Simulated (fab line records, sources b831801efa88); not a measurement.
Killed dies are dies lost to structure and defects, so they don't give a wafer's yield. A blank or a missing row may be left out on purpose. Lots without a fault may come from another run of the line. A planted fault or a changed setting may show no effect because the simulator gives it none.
fab line records | flow gf180mcu
record lots=11 wafers=33 last_day=34
route steps=602 shown PSD@257 V3@455 V4@502 MIM@509
lots that met no fault: from a run of the same line without faults
start_h: hours from the record's first day to the start of the lot's first wafer shown | wait_h: hours since the lot's step before | " the same as in the row above | L1.1+2: a row that stands for several wafers | - no value, or no start given | * or withheld: withheld | < > ~ a bound
route shown NAME@n: a module of which the file shows steps, and the number in the route of the first | usual: mean/standard deviation of fault-free wafers | same: alike in all rows | chamber/n: place in a boat | sites: the reading at each site | _std_site: their standard deviation | _edge_site: outer sites' mean less inner sites' | radius_mm: how far each site lies from the wafer's centre | mask NAME#n: copy n | behind: the tool/chamber that last shaped the wafer | hold: why the lot was held/for how many hours/how that ended | device: the transistor (n, p or np) that didn't switch | end of line: the same wafers' tests at the end of the route | a step without rows: its recipe alone | killed: dies lost to structure and defects at the first sort, not the wafer's yield | map: a wafer's dies, x killed, . not, _ none there
set.NAME: the setting as run; set.NAME@STEP: as run at that earlier step | model.NAME: the simulator's own value behind a step, which no gauge read
steps of the route over a sample of lots; a table a step, a row a wafer
services: from which hour (start_h, from the record's first day; less than 0 if before it) a tool's chamber was out of use, for how many hours, and why
## steps
# step GF_PSD_IMPLANT_09
# recipe species=BF2 energy_kev=40 dose_cm2=1.5e+15 tilt_deg=7
# usual beam_on_s=10.00/0.19 dose_ions_cm2=1.4999e+15/1.5e+12 faraday_current_uA=8251/160
# columns lot.wafer tool chamber start_h wait_h beam_on_s dose_ions_cm2 faraday_current_uA
L949.1 implanter-01 0 327.01 0.0 9.92 1.5004e+15 8284
L949.2 " 0 " " 9.85 1.5011e+15 8352
L949.3 " 0 " " 10.06 1.501e+15 8218
L953.3 implanter-04 0 361.19 0.1 9.79 1.4997e+15 8468
L953.5 " 0 " " 10.22 1.4977e+15 8112
L953.6 " 0 " " 10.16 1.5005e+15 8137
L954.2 implanter-04 0 369.77 0.0 10.06 1.4989e+15 8209
L954.3 " 0 " " 9.76 1.4993e+15 8463
L954.5 " 0 " " 10.12 1.4988e+15 8153
L955.3 implanter-04 0 380.19 0.1 9.77 1.5014e+15 8425
L955.4 " 0 " " 9.98 1.501e+15 8298
L955.6 " 0 " " 9.78 1.4998e+15 8400
L957.2 implanter-04 0 399.71 0.0 10.19 1.4992e+15 8099
L957.3 " 0 " " 10.15 1.5033e+15 8138
L957.5 " 0 " " 10.03 1.5001e+15 8184
L958.3 implanter-04 0 402.59 0.1 10.20 1.4978e+15 8138
L958.5 " 0 " " 9.82 1.4969e+15 8449
L958.6 " 0 " " 9.88 1.5001e+15 8349
L961.4 implanter-04 0 425.72 0.1 7.89 1.5003e+15 10438
L961.5 " 0 " " 7.79 1.4998e+15 10546
L961.6 " 0 " " 7.53 1.5006e+15 10938
L962.2 implanter-04 0 433.86 0.0 7.69 1.5016e+15 10752
L962.4 " 0 " " 7.71 1.5004e+15 10711
L962.5 " 0 " " 7.89 1.5014e+15 10442
L965.1 implanter-01 0 463.19 0.0 10.13 1.5029e+15 8158
L965.3 " 0 " " 10.39 1.5019e+15 7913
L965.4 " 0 " " 9.90 1.4981e+15 8360
L967.4 implanter-03 0 478.51 0.1 10.21 1.5011e+15 8086
L967.5 " 0 " " 10.08 1.5003e+15 8143
L967.6 " 0 " " 10.13 1.4968e+15 8118
L970.2 implanter-03 0 503.33 0.0 9.75 1.5026e+15 8444
L970.5 " 0 " " 10.28 1.5011e+15 8034
L970.6 " 0 " " 10.38 1.5008e+15 7942
# step GF_PSD_STRIP_10
# recipe chemistry=O2/N2 power_w=1400 pressure_mtorr=1500 platen_temp_c=250 o2_flow_sccm=3000 n2_flow_sccm=300 overash_fraction=0.5
# usual drypump_motor_current_A=6.0/0.56 heater_power_w=320/8.7 oes_product_au=0.593/0.0044 strip_time_to_endpoint_s=16.53/0.037
# columns lot.wafer tool chamber start_h wait_h drypump_motor_current_A heater_power_w oes_product_au rf_hours_counter_h strip_time_to_endpoint_s
L949.1 plasma_asher-01 0 327.16 0.1 6.7 316 0.591 21 16.55
L949.2 " 1 " " 5.2 321 0.589 21 16.54
L949.3 " 1 " " 5.3 311 0.586 - 16.50
L953.3 plasma_asher-01 0 361.32 0.1 6.7 325 0.590 - 16.54
L953.5 " 1 " " 5.2 323 0.593 - 16.56
L953.6 " 0 " " 6.7 335 0.596 - 16.52
L954.2 plasma_asher-02 0 369.89 0.1 5.7 308 0.599 60 16.60
L954.3 " 1 " " 6.4 310 0.596 - 16.55
L954.5 " 0 " " 5.7 298 0.594 - 16.55
L955.3 plasma_asher-01 1 380.32 0.1 5.2 326 0.589 - 16.63
L955.4 " 0 " " 6.7 333 0.589 - 16.66
L955.6 " 0 " " 6.7 325 0.591 - 16.64
L957.2 plasma_asher-02 1 399.84 0.1 6.4 320 0.584 64 16.54
L957.3 " 0 " " 5.7 314 0.601 - 16.53
L957.5 " 0 " " 5.8 306 0.596 - 16.56
L958.3 plasma_asher-04 1 402.72 0.1 5.9 323 0.592 - 16.54
L958.5 " 1 " " 5.9 324 0.594 - 16.55
L958.6 " 0 " " 5.8 340 0.586 - 16.56
L961.4 plasma_asher-01 1 425.82 0.1 5.2 325 0.609 - 15.69
L961.5 " 1 " " 5.2 310 0.609 - 15.69
L961.6 " 0 " " 6.7 325 0.608 - 15.68
L962.2 plasma_asher-02 1 433.99 0.1 6.5 306 0.613 67 15.71
L962.4 " 1 " " 6.5 316 0.620 - 15.67
L962.5 " 1 " " 6.5 312 0.613 - 15.69
L965.1 plasma_asher-04 0 463.34 0.1 5.8 324 0.593 3 16.55
L965.3 " 0 " " 5.8 331 0.592 - 16.57
L965.4 " 1 " " 5.9 322 0.588 - 16.52
L967.4 plasma_asher-01 1 478.62 0.1 5.3 314 0.596 - 16.53
L967.5 " 1 " " 5.2 324 0.591 - 16.53
L967.6 " 0 " " 6.7 324 0.596 - 16.51
L970.2 plasma_asher-02 1 503.46 0.1 6.4 321 0.598 75 16.54
L970.5 " 1 " " 6.5 322 0.597 - 16.53
L970.6 " 0 " " 5.7 308 0.601 - 16.55
# step GF_PSD_TW_MEAS_11
# usual PSD_TW=3170/19
# columns lot.wafer tool chamber start_h wait_h PSD_TW
L949.1 film_metro-03 - 327.27 0.1 3168
L949.2 " - " " 3165
L949.3 " - " " 3155
L953.3 film_metro-01 - 361.41 0.1 3165
L953.5 " - " " 3166
L953.6 " - " " 3184
L954.2 film_metro-03 - 370.00 0.1 3126
L954.3 " - " " 3131
L954.5 " - " " 3132
L955.3 film_metro-03 - 380.41 0.1 3126
L955.4 " - " " 3135
L955.6 " - " " 3151
L957.2 film_metro-01 - 399.95 0.1 3184
L957.3 " - " " 3197
L957.5 " - " " 3192
L958.3 film_metro-01 - 402.81 0.1 3181
L958.5 " - " " 3187
L958.6 " - " " 3193
L961.4 film_metro-03 - 425.92 0.1 2996
L961.5 " - " " 3006
L961.6 " - " " 3004
L962.2 film_metro-02 - 434.10 0.1 2976
L962.4 " - " " 2992
L962.5 " - " " 2980
L965.1 film_metro-01 - 463.44 0.1 3189
L965.3 " - " " 3172
L965.4 " - " " 3176
L967.4 film_metro-02 - 478.72 0.1 3187
L967.5 " - " " 3191
L967.6 " - " " 3204
L970.2 film_metro-02 - 503.57 0.1 3176
L970.5 " - " " 3163
L970.6 " - " " 3150
# step GF_PSD_RS_MEAS_15
# recipe thk_meas_gauge=four-point-probe
# usual PSD_RS=108.43/0.27
# columns lot.wafer tool chamber start_h wait_h PSD_RS[ohm/sq]
L949.1 film_metro-03 - 327.58 0.1 108.48
L949.2 " - " " 108.52
L949.3 " - " " 108.15
L953.3 film_metro-02 - 361.75 0.1 108.25
L953.5 " - " " 108.16
L953.6 " - " " 108.29
L954.2 film_metro-03 - 370.32 0.1 108.34
L954.3 " - " " 108.63
L954.5 " - " " 108.50
L955.3 film_metro-03 - 380.75 0.1 109.05
L955.4 " - " " 108.70
L955.6 " - " " 108.36
L957.2 film_metro-02 - 400.28 0.1 108.52
L957.3 " - " " 108.65
L957.5 " - " " 108.68
L958.3 film_metro-03 - 403.14 0.1 108.59
L958.5 " - " " 108.71
L958.6 " - " " 108.65
L961.4 film_metro-02 - 426.26 0.1 122.47
L961.5 " - " " 122.46
L961.6 " - " " 122.67
L962.2 film_metro-03 - 434.48 0.1 122.99
L962.4 " - " " 123.36
L962.5 " - " " 123.12
L965.1 film_metro-01 - 463.75 0.1 108.28
L965.3 " - " " 108.55
L965.4 " - " " 108.63
L967.4 film_metro-01 - 479.06 0.1 107.81
L967.5 " - " " 108.04
L967.6 " - " " 108.37
L970.2 film_metro-02 - 503.89 0.1 108.27
L970.5 " - " " 108.12
L970.6 " - " " 107.89
# step GF_V3_CMP_26
# recipe stop_on=SiO2 down_force_psi=3.5 platen_rpm=60 t_overpolish_s=15 target_thk_nm=0 pad_velocity_m_s=0.94248
# usual motor_current_A=10.5/1.2 overpolish_run_s=15.001/0.0091 retaining_ring_pressure_frac=1.000/0.0052 time_to_endpoint_s=82.5/2.8
# columns lot.wafer tool chamber start_h wait_h motor_current_A overpolish_run_s retaining_ring_pressure_frac time_to_endpoint_s
L949.2 cmp-02 3 524.06 0.0 9.9 14.993 0.999 78.9
L949.3 " 1 " " 10.6 14.982 0.993 76.8
L949.1 " 2 " " 9.0 14.990 0.998 73.9
L953.3 cmp-01 1 560.44 0.2 11.2 15.007 0.994 82.2
L953.6 " 2 " " 12.5 15.004 0.999 81.5
L953.5 " 3 " " 8.5 15.010 1.001 80.7
L954.3 cmp-02 3 567.74 0.0 10.5 15.000 0.999 81.9
L954.2 " 1 " " 10.7 15.008 1.003 82.0
L954.5 " 3 " " 10.6 14.983 0.991 82.4
L955.4 cmp-01 2 578.94 0.0 12.0 14.996 0.997 82.0
L955.3 " 0 " " 11.1 15.002 1.005 84.0
L955.6 " 3 " " 8.9 15.008 1.005 85.3
L957.2 cmp-01 2 596.95 0.1 12.8 14.998 1.001 83.1
L957.3 " 3 " " 8.5 15.008 1.002 82.4
L957.5 " 0 " " 10.6 15.013 0.991 82.7
L958.3 cmp-01 3 601.68 0.1 8.7 14.994 0.999 80.5
L958.5 " 2 " " 12.5 14.996 0.992 75.3
L958.6 " 3 " " 9.1 14.988 1.004 81.5
L961.4 cmp-01 2 621.49 0.1 12.4 15.019 0.990 82.0
L961.6 " 0 " " 10.6 15.004 0.996 81.7
L961.5 " 1 " " 10.4 14.992 1.002 83.5
L962.4 cmp-01 0 627.17 0.1 11.4 15.004 1.001 80.3
L962.2 " 2 " " 12.7 15.009 0.986 80.0
L962.5 " 3 " " 8.7 15.000 0.999 82.2
L965.1 cmp-02 1 650.94 0.1 10.7 14.994 1.006 83.0
L965.4 " 3 " " 10.2 15.003 0.995 87.6
L965.3 " 0 " " 10.9 15.007 0.991 88.0
L967.4 cmp-02 0 666.48 0.4 11.1 14.997 0.997 84.3
L967.6 " 2 " " 9.2 15.013 1.001 80.9
L967.5 " 3 " " 10.7 14.993 1.010 84.1
L970.2 cmp-02 2 686.50 0.3 9.3 14.997 1.000 81.9
L970.5 " 3 " " 10.1 15.005 1.011 84.0
L970.6 " 0 " " 11.1 15.019 1.006 87.2
# step GF_V4_CMP_26
# recipe stop_on=SiO2 down_force_psi=3.5 platen_rpm=60 t_overpolish_s=15 target_thk_nm=0 pad_velocity_m_s=0.94248
# usual motor_current_A=10.5/1.2 overpolish_run_s=15.001/0.0092 retaining_ring_pressure_frac=1.000/0.0044 time_to_endpoint_s=83.5/2.9
# columns lot.wafer tool chamber start_h wait_h motor_current_A overpolish_run_s retaining_ring_pressure_frac time_to_endpoint_s
L949.3 cmp-02 0 572.30 0.0 10.5 15.000 0.991 84.8
L949.1 " 2 " " 9.5 15.019 0.997 87.3
L949.2 " 3 " " 9.9 15.008 1.001 85.8
L953.3 cmp-01 3 606.09 0.1 8.9 14.996 1.004 84.6
L953.6 " 1 " " 11.0 15.012 0.996 83.5
L953.5 " 2 " " 12.7 15.002 0.998 79.3
L954.3 cmp-02 0 612.55 0.0 10.7 15.016 1.004 84.3
L954.2 " 2 " " 8.8 15.000 0.995 79.5
L954.5 " 0 " " 10.2 15.000 1.002 82.0
L955.3 cmp-02 1 623.97 0.1 10.4 15.002 0.996 78.2
L955.4 " 2 " " 8.8 14.996 1.002 78.9
L955.6 " 0 " " 10.6 15.004 0.998 84.2
L957.3 cmp-01 2 640.83 0.0 11.8 14.994 1.004 81.6
L957.2 " 0 " " 10.6 15.009 1.000 82.0
L957.5 " 2 " " 12.1 14.977 1.006 81.1
L958.3 cmp-02 2 646.85 0.1 8.7 14.988 0.996 86.0
L958.5 " 0 " " 10.3 14.986 1.000 84.6
L958.6 " 1 " " 10.9 15.010 1.006 83.0
L961.4 cmp-02 2 664.80 0.7 9.5 14.997 1.003 83.0
L961.6 " 0 " " 10.7 15.023 1.001 84.7
L961.5 " 1 " " 10.2 14.992 0.995 84.7
L962.4 cmp-02 0 670.38 0.1 10.7 15.009 0.995 87.8
L962.2 " 2 " " 9.2 14.979 0.991 83.8
L962.5 " 0 " " 11.0 15.008 0.994 86.5
L965.4 cmp-02 2 693.01 0.0 8.7 15.009 1.000 87.1
L965.1 " 3 " " 10.4 14.986 0.998 85.9
L965.3 " 0 " " 11.2 15.024 0.994 88.7
L967.4 cmp-02 1 708.01 0.3 10.6 15.002 1.000 81.5
L967.5 " 3 " " 10.5 15.002 1.000 84.0
L967.6 " 0 " " 10.6 14.989 1.001 85.3
L970.2 cmp-02 2 727.45 0.1 9.0 15.007 0.998 81.9
L970.6 " 1 " " 10.0 14.999 1.003 83.1
L970.5 " 2 " " 8.8 15.022 0.995 84.5
# step GF_MIM_THK_MEAS_06
# recipe reads=Si3N4_of_MIM_CVD_05
# usual MIM_CVD_05_THK=41.9/0.57
# columns lot.wafer tool chamber start_h wait_h MIM_CVD_05_THK[nm]
L949.1 film_metro-03 - 572.86 0.0 42.0
L949.2 " - " " 41.5
L949.3 " - " " 42.1
L953.3 film_metro-02 - 606.57 0.0 42.1
L953.5 " - " " 43.5
L953.6 " - " " 42.6
L954.2 film_metro-02 - 613.11 0.0 41.6
L954.3 " - " " 41.2
L954.5 " - " " 42.2
L955.3 film_metro-02 - 624.50 0.0 41.8
L955.4 " - " " 43.0
L955.6 " - " " 42.4
L957.2 film_metro-02 - 641.39 0.0 40.9
L957.3 " - " " 41.4
L957.5 " - " " 41.6
L958.3 film_metro-01 - 647.32 0.0 42.2
L958.5 " - " " 42.8
L958.6 " - " " 41.9
L961.4 film_metro-02 - 665.30 0.0 42.1
L961.5 " - " " 42.8
L961.6 " - " " 41.9
L962.2 film_metro-01 - 670.90 0.0 41.7
L962.4 " - " " 42.0
L962.5 " - " " 42.4
L965.1 film_metro-01 - 693.56 0.0 42.0
L965.3 " - " " 42.6
L965.4 " - " " 42.6
L967.4 film_metro-02 - 708.50 0.0 43.3
L967.5 " - " " 42.0
L967.6 " - " " 42.5
L970.2 film_metro-03 - 727.96 0.0 41.1
L970.5 " - " " 42.0
L970.6 " - " " 41.7
## services
# columns tool chamber start_h hours kind
cmp-01 - 313.97 0.4 repair
implanter-04 - 326.38 4.4 repair
cmp-02 - 384.67 3.9 pm
cmp-02 - 404.00 4.0 pm
cmp-01 - 429.31 0.9 repair
implanter-04 - 446.37 6.5 pm
plasma_asher-02 - 462.13 1.7 repair
cmp-02 - 499.91 1.3 repair
implanter-04 - 513.30 6.5 repair
cmp-01 - 522.44 11.9 pm
plasma_asher-01 - 534.98 3.3 repair
cmp-01 - 572.16 4.0 pm
cmp-02 - 584.31 2.5 repair
plasma_asher-01 - 584.36 23.4 pm
plasma_asher-02 - 603.01 1.0 repair
cmp-02 - 615.49 6.6 pm
cmp-02 - 623.57 0.2 repair
plasma_asher-01 - 635.40 17.2 repair
cmp-01 - 658.66 8.7 repair
implanter-04 - 659.63 2.3 pm
cmp-01 - 667.39 5.0 pm
cmp-02 - 677.44 0.4 repair
cmp-02 - 716.61 1.2 repair
cmp-02 - 719.49 1.3 repair
## key
first_sign step=GF_PSD_IMPLANT_09 reading=faraday_current_uA direction=up sigmas=15 usual=8251 struck=10638
effect step=GF_PSD_IMPLANT_09 reading=beam_on_s direction=down sigmas=12 usual=10.00 struck=7.75
effect step=GF_PSD_STRIP_10 reading=strip_time_to_endpoint_s direction=down sigmas=23 usual=* struck=*
effect step=GF_PSD_TW_MEAS_11 reading=PSD_TW direction=down sigmas=9.4 usual=3170 struck=2992
effect step=GF_PSD_RS_MEAS_15 reading=PSD_RS direction=up sigmas=53 usual=108.43 struck=122.85
met_at GF_PSD_IMPLANT_09
struck_lots L961,L962
tester_left_out L961,L962
not_acting_at GF_V3_CMP_26,GF_V4_CMP_26,GF_MIM_THK_MEAS_06
onset_between 402.59 425.72
fault kind=process_parameter_drift tool=implanter-04 chamber=- onset_h=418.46 steps=GF_PSD_IMPLANT_09 channel=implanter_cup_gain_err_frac offset=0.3 shape=step end_h=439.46
# tester_left_out: of these lots the tester's yield and bins aren't shown, on N5 and GAA mostly nor the transistor test; their killed dies are dies lost to structure and defects alone, not to doping, threshold or leakage, so they don't give the yield
